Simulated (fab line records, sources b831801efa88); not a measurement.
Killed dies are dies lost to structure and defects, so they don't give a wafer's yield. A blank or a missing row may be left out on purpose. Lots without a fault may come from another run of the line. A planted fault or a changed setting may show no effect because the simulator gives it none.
A struck lot beside a sound one | flow sky130 | 15 steps out of a route of 708
Sound: wafers L710.2, L710.4, L710.6. Struck: wafers L708.1, L708.2, L708.5. The cause comes at the end.
At each step with rows: each side's tool, then ch and its chambers, then its first start. Under that, the readings that differ: sound wafers | struck wafers | difference of the means | sigmas: that difference in standard deviations of wafers without a fault.
alike: readings whose means differ by less than 2 such deviations, and words and numbers that are the same on both sides. not compared: withheld readings, readings that some wafer has no value for, bounds like >300 that may hide the same value, and numbers for which the record gives no deviation and whose values overlap.
The two part at a step that has a row with sigmas, a row that says differs or no value, or rows on one side only. Numbers that don't overlap but have no deviation are shown without sigmas and don't part them. A reading that every wafer of one side lacks parts them only if that side has two wafers or more.

first, 4 steps without rows for these wafers: SKY_LI_CONTACT_SOFTBAKE_08 (time 90 s); SKY_LI_CONTACT_EXPOSE_09 (exposes mask LICM1, target cd 170 nm); SKY_LI_CONTACT_PEB_10; SKY_LI_CONTACT_DEVELOP_11 (develop time 60 s).
SKY_LI_CONTACT_CD_MEAS_12: target cd 170 nm.
  sound on cd_sem-02, day 33 22:20; struck on cd_sem-02, day 33 12:37
  alike: cd_nm
SKY_LI_CONTACT_OVL_MEAS_13:
  sound on overlay-02, day 33 22:26; struck on overlay-02, day 33 12:44
  alike: LI_CONTACT_OVL
SKY_LI_CONTACT_ETCH_14: etches BARC in N2/H2, stops on SiO2, time 45.9 s, target depth 60 nm.
  sound on rie_diel-04 ch 0,1,2, day 33 22:28; struck on rie_diel-03 ch 0,2, day 33 12:46
  alike: drypump_motor_current_A, oes_product_au, throttle_valve_pct
  not compared: rf_hours_counter_h
SKY_LI_CONTACT_ETCH_15: etches PSG in C4F8/O2/Ar, stops on Si, target depth 600 nm.
  sound on rie_diel-04 ch 0,1,2, day 33 22:31; struck on rie_diel-03 ch 0,2, day 33 12:49
  alike: oes_product_au
SKY_LI_CONTACT_STRIP_16: strips in O2/N2.
  sound on plasma_asher-02 ch 0,1, day 33 22:36; struck on plasma_asher-04 ch 0,1, day 33 12:54
  alike: drypump_motor_current_A, o2_flow_sccm, oes_product_au, strip_time_to_endpoint_s
  not compared: rf_hours_counter_h
then, 2 steps without rows for these wafers: SKY_LI_CONTACT_CLEAN_17 (cleans in NMP, time 600 s); SKY_LI_CONTACT_PRE_CLEAN_18 (time 5.6 s).
SKY_LI_CONTACT_SPUTTER_19: material Ti, target thk 20 nm, time 106.37 s.
  sound on pvd_sputter-02, day 33 22:53; struck on pvd_sputter-02, day 33 13:13
  alike: cathode_dc_power_W, chamber_pressure_pa, substrate_temp_c, throttle_valve_pct
SKY_LI_CONTACT_SPUTTER_20: material TiN, target thk 20 nm, time 80 s.
  sound on pvd_sputter-02, day 33 22:58; struck on pvd_sputter-02, day 33 13:17
  no value came back on the struck wafers for cathode_dc_power_W (W), chamber_pressure_pa (Pa), throttle_valve_pct (%); on the sound wafers cathode_dc_power_W (W) reads 3999.2 4000.4 4000.3
SKY_LI_CONTACT_CVD_21: deposits W, target thk 400 nm, time 120.56 s.
  sound on cvd_w-02 ch 0,1, day 33 23:02; struck on cvd_w-01 ch 0,1, day 33 13:21
  alike: heater_power_w
-- the record jumps here: 15 days lie between the struck wafers' starts before and after (it left off in module LI_CONTACT and takes up again in module PAD_OPEN, whose first step shown is number 708 of the route) --
SKY_PAD_OPEN_PROBE_99:
  sound on prober-01, day 49 07:55; struck on prober-01, day 48 22:30
  reading            | sound    | struck      | difference | sigmas
  killed_at_contacts | 22 17 35 | 433 426 431 | +405       | +79
  killed_dies        | 81 72 82 | 492 492 492 | +414       | +44
  killed_on_rim      | 16 18 10 | 96 96 96    | +81        | +22
  alike: killed_at_M0_to_M3, killed_at_M4_up, killed_at_front_end, killed_at_other, killed_open, killed_short

WHERE THEY PART
First at SKY_LI_CONTACT_SPUTTER_20; last, within this record, at SKY_PAD_OPEN_PROBE_99.

WHY: what the simulator had put in
Skipped step whole: pvd_sputter-02, from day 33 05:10 on, at SKY_LI_CONTACT_SPUTTER_20. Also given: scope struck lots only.
